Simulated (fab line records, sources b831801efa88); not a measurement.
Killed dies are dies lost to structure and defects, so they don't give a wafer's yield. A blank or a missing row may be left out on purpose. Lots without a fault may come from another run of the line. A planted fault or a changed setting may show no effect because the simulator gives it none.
Problem report in the 8D (eight disciplines) form, filled by code | flow sky130 | the parts of the form that need people (team, actions taken, sign-off) are left out

1. THE PROBLEM
bias_w at SKY_VIA2_ETCH_15 reads a mean of 1720 W on 6 wafers of 2 lots; wafers without a fault read 1200 W with a standard deviation of 3.2. That is +99 or more standard deviations from the usual mean.
The step: etches SiO2 in C4F8/O2/Ar, stops on TiN, target depth 546 nm, time 84 s.
First seen on wafer L915.2, day 40 18:23, on rie_diel-04. The record holds 33 wafers of 11 lots with a number at this step. Rule for "out", or "out of limits": more than 4 standard deviations from the usual mean. The other wafers with a number count as sound.

2. WHAT IT IS AND WHAT IT IS NOT
question                    | is                     | is not
which readings at this step | bias_w                 | oes_product_au
which lots                  | L915, L916             | L901, L904, L905, L907, L917, L918, L920, L921, L923
which wafers of those lots  | all that have a number | -
read on which tools         | rie_diel-04            | rie_diel-01, rie_diel-03
when                        | from day 40 18:23      | up to then (12 sound wafers); but 15 sound wafers of L917, L918, L920, L921, L923 came after

3. SUSPECTS, AND WHAT RULES EACH OUT
Counting: a tool at a process step up to the reading stays a suspect if it ran every lot that is out and no sound lot after the first of them.
- rie_diel-04 at SKY_VIA2_ETCH_15 (etches SiO2 in C4F8/O2/Ar, stops on TiN, target depth 546 nm, time 84 s): kept. It ran every lot that is out, first L915 (day 40 18:23), and no sound lot after that; its last sound lot up to then is L905 (day 37 23:17). Its own readings are out on those wafers: bias_w.
Left after counting: rie_diel-04 at SKY_VIA2_ETCH_15.

4. THE CAUSE (what the simulator had put in)
Process parameter drift: rie_diel-04, from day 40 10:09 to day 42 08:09, at SKY_VIA2_ETCH_15. Setting bias_w, moved by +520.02, from 1200. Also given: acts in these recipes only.
Counting left only this tool.

5. THE CHAIN OF EFFECTS, in route order
Each row: a reading whose mean over the struck wafers that have a number lies more than 3 standard deviations from the usual. Only readings for which the record gives a usual standard deviation are gone through. hours: the time from each lot's start at the first step in this table that gives one to its start at this step, as a median over the lots. sigmas: the change in usual standard deviations.
hours | step              | reading                  | usual  | on struck wafers | change | sigmas
0     | SKY_VIA2_ETCH_15  | bias_w                   | 1200 W | 1720             | +520   | +99 or more
0     | SKY_VIA2_STRIP_16 | strip_time_to_endpoint_s | 4.06 s | 3.93             | -0.13  | -3.9
The process steps in it:
- SKY_VIA2_ETCH_15: etches SiO2 in C4F8/O2/Ar, stops on TiN, target depth 546 nm, time 84 s.
- SKY_VIA2_STRIP_16: strips in O2/N2.

6. WHAT WOULD HAVE CAUGHT IT SOONER
In this record the first reading out of limits was taken at day 40 18:23, 8 hours after the fault began at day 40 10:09.
